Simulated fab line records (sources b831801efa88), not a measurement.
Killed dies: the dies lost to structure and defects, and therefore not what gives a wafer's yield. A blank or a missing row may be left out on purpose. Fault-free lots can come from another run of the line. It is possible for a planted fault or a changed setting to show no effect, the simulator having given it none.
Struck lot and sound lot, side by side | flow sky130 | 26 out of 708 route steps
Sound: these wafers, L607.2, L607.4, L607.5. Struck: wafer L622.1 (left out: L622.2, a lot-mate that was not struck); the cause follows at the end.
Each step with rows lists, per side, the tool, then ch with its chambers, then its first start. Under that, the readings that differ: sound wafers | struck wafers | difference of the means | sigmas: that difference in standard deviations of wafers without a fault.
alike: a reading whose means differ by less than 2 such deviations, as well as words and numbers matching on both sides. not compared: withheld readings; readings where some wafer has no value; bounds like >300 that might hide an equal value; numbers whose values overlap and for which the record gives no deviation.
A row with sigmas, a row that says differs or no value, or rows on one side alone: a step with any of these is where the two part. Numbers that have no deviation but don't overlap get no sigmas and don't part them. Lack of a reading on every wafer of one side parts them only where that side has two or more wafers.

first, 8 steps without rows for these wafers: SKY_FIELD_ISO_DEHYDRATE_05 (time 60 s); SKY_FIELD_ISO_HMDS_06 (prime time 60 s); SKY_FIELD_ISO_COAT_07 (resist thk 60 nm); SKY_FIELD_ISO_COAT_08 (resist thk 450 nm); SKY_FIELD_ISO_SOFTBAKE_09 (time 90 s); SKY_FIELD_ISO_EXPOSE_10 (exposes mask FOM, target cd 150 nm); SKY_FIELD_ISO_PEB_11; SKY_FIELD_ISO_DEVELOP_12 (develop time 60 s).
SKY_FIELD_ISO_CD_MEAS_13 targets a cd of 150 nm.
  struck on cdSem-02, day 5 10:36; sound on cdSem-01, day 2 08:37
  alike: cdNm
SKY_FIELD_ISO_ETCH_14: etches BARC in N2/H2, stops on SiO2, time 45.9 s, target depth 60 nm.
  sound on rieDiel-02 ch 0,3, day 2 08:43; struck on rieDiel-03 ch 3, day 5 10:43
  alike: drypumpMotorCurrentA, oesProductAu, runLengthS, throttleValvePct
  not compared: rfHoursCounterH
SKY_FIELD_ISO_ETCH_15: etches the open film in CHF3/O2, stops on Si, target depth 180 nm, time 72 s.
  sound on rieDiel-02 ch 0,3, day 2 08:46; struck on rieDiel-03 ch 3, day 5 10:46
reading             | sound             | struck | difference | sigmas
O2_flow_sccm (sccm) | 5.006 5.020 5.017 | 4.972  | -0.042     | -3
oesProductAu (a.u.) | 0.942 0.940 0.939 | 0.968  | +0.028     | +4
  alike: drypumpMotorCurrentA, runLengthS, throttleValvePct
  not compared: rfHoursCounterH
SKY_FIELD_ISO_STRIP_16: strips in O2/N2.
  sound on plasmaAsher-02 ch 1, day 2 08:49; struck on plasmaAsher-04 ch 1, day 5 10:49
  alike: drypumpMotorCurrentA, oesProductAu, stripTimeToEndpointS
  not compared: rfHoursCounterH
SKY_FIELD_ISO_ETCH_17: etches Si in HBr/Cl2/O2, target depth 342 nm, time 97.7 s.
  sound on rieSi-01 ch 0,2,3, day 2 08:55; struck on rieSi-02 ch 1, day 5 10:55
reading                                    | sound                | struck | difference | sigmas
runLengthS (s)                             | 125.9 126.5 126.3    | 90.9   | -35.3      | -77
throttleValvePct (%)                       | 25.659 25.648 25.662 | 25.632 | -0.024     | -2
model.FIELD_ISO.featureDepthNm (nm)        | 340.2 339.6 343.6    | 224.6  | -116.5     | 
model.etch.depthNm (nm)                    | 340.2 339.6 343.6    | 224.6  | -116.5     | 
model.Si3N4_of_FIELD_ISO_CVD_03.thkNm (nm) | 149.3 150 147.4      | 158.5  | +9.6       | 
  alike: O2_flow_sccm, drypumpMotorCurrentA, mfcCl2Sccm, oesProductAu
  not compared: rfHoursCounterH
then, 5 steps without rows for these wafers: SKY_FIELD_ISO_WET_ETCH_18 (etches Si3N4 in H3PO4, target depth 25 nm, time 286 s); SKY_FIELD_ISO_CLEAN_19 (cleans in SC1/SC2, time 150 s); SKY_FIELD_ISO_CLEAN_20 (cleans in dHF, time 20 s); SKY_FIELD_ISO_WET_ETCH_21 (etches SiO2 in dHF, target depth 20 nm, time 400 s); SKY_FIELD_ISO_OXIDATION_22 (stabilise 600 s, purge 300 s, target thk 10 nm).
SKY_FIELD_ISO_THK_MEAS_23:
  struck on filmMetro-04, day 5 12:26; sound on filmMetro-03, day 2 17:11
reading                         | sound           | struck | difference | sigmas
FIELD_ISO_OXIDATION_01_THK (nm) | 9.84 10.05 9.82 | 10.36  | +0.46      | +3
then, 1 step without rows for these wafers: SKY_FIELD_ISO_CVD_24 (deposits SiO2, target thk 595 nm, time 99.2 s).
SKY_FIELD_ISO_THK_MEAS_25:
  struck on filmMetro-03, day 5 12:34; sound on filmMetro-03, day 2 17:19
reading                   | sound       | struck | difference | sigmas
FIELD_ISO_CVD_24_THK (nm) | 606 608 607 | 596    | -11        | -2
then, 1 step without rows for these wafers: SKY_FIELD_ISO_ANNEAL_26 (time 1800 s).
SKY_FIELD_ISO_CMP_27: polishes, stops on Si3N4, t overpolish 16 s, target thk 457.8 nm.
  sound on cmp-02 ch 0,1,3, day 3 03:18; struck on cmp-01 ch 3, day 5 14:11
  alike: motorCurrentA, overpolishRunS, platenRpm, timeToEndpointS
SKY_FIELD_ISO_WET_ETCH_28: etches SiO2 in dHF, target depth 23.7 nm, time 47 s.
  sound on wetBench-04 ch 2, day 3 03:36; struck on wetBench-02 ch 1, day 5 14:26
reading                                    | sound             | struck | difference | sigmas
model.Si3N4_of_FIELD_ISO_CVD_03.thkNm (nm) | 118.5 119.1 116.4 | 127.3  | +9.3       | 
  alike: runLengthS
then, 1 step without rows for these wafers: SKY_FIELD_ISO_WET_ETCH_29 (etches Si3N4 in H3PO4, target depth 160 nm, time 1825 s).
-- a jump in the record: the struck wafers' starts before and after are 44 days apart (it breaks off in module FIELD_ISO and resumes in module PAD_OPEN, where the first step shown is number 708 of the route) --
SKY_PAD_OPEN_PROBE_99:
  struck on prober-01, day 49 17:25; sound on prober-01, day 46 17:55
reading                               | sound                         | struck    | difference | sigmas
model.etest.res_p_drift_20v.lineOhmUm | 1.22e+04 1.216e+04 1.231e+04  | 7814      | -4409      | 
model.etest.res_p_drift_20v.rsOhmSq   | 1.008e+04 1.001e+04 1.015e+04 | 6593      | -3487      | 
model.etest.pfet_16v.rOnOhmUm         | 1.502e+04 1.502e+04 1.512e+04 | 1.276e+04 | -2.293e+03 | 
model.etest.resIsoPwell.rsOhmSq       | 3118 3122 3169                | 1836      | -1300      | 
model.etest.nfet_16v.rOnOhmUm         | 1.388e+04 1.378e+04 1.372e+04 | 1.314e+04 | -6.533e+02 | 
model.etest.resIsoPwell.lineOhmUm     | 1180 1184 1215                | 690.4     | -502.6     | 
model.etest.resNwell.lineOhmUm        | 1126 1106 1125                | 892.1     | -226.9     | 
model.etest.resNwell.rsOhmSq          | 958.1 958.1 955.5             | 732.7     | -224.5     | 
  alike: killed_at_M0_to_M3, killed_at_M4_up, killedAtContacts, killedAtFrontEnd, killedAtOther, killedDies, killedOpen, killedShort

## WHERE THEY PART
First at SKY_FIELD_ISO_ETCH_15; last, within this record, at SKY_FIELD_ISO_THK_MEAS_25. Later steps at which nothing parts them and some readings are alike: SKY_FIELD_ISO_CMP_27, SKY_FIELD_ISO_WET_ETCH_28, SKY_PAD_OPEN_PROBE_99.

WHY: whatever the simulator had introduced
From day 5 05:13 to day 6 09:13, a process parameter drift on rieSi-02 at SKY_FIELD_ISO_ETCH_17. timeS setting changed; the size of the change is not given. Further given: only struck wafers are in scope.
